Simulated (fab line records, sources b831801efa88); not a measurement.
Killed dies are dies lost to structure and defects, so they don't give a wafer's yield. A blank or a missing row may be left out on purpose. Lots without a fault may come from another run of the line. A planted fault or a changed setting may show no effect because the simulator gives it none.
Chamber matching | flow gf180mcu | GF_V1_CMP_26 on cmp-01: 3 sister chambers
The step polishes, stops on SiO2, t overpolish 15 s, target thk 0 nm. 3 wafers are shown with their chamber, then 4 later ones without.

WAFERS WITH THEIR CHAMBER
wafer  | chamber | motor_current_A (A)
L275.5 | 3       | 13.1
L279.1 | 0       | 10.2
L279.5 | 2       | 10.7

WAFERS WITHOUT THEIR CHAMBER
wafer  | motor_current_A (A)
L288.2 | 14.2
L288.4 | 10.0
L293.5 | 13.2
L293.6 | 10.5

WHICH CHAMBER EACH WENT THROUGH
wafer  | from the rows above     | in truth
L288.2 | 3                       | 3
L288.4 | can't be placed: 0 or 2 | 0
L293.5 | 3                       | 3
L293.6 | can't be placed: 2 or 0 | 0
Placed correctly: 2 of 4. Can't be placed from these rows: 2 (the true chamber is among the candidates in 2). Placed wrongly: 0.
How it was worked out, from the rows above alone: a wafer's distance from a chamber is the root of the sum, over the readings, of the square of ((its reading less the chamber's mean) divided by the reading's scatter). The wafer belongs to the nearest chamber; if the next one is less than 2 further off, it can't be placed. A chamber's mean is the mean of its shown wafers. The scatter: with one shown wafer a chamber, the root of the mean of the squares of how far each hidden wafer lies from its nearest shown one.
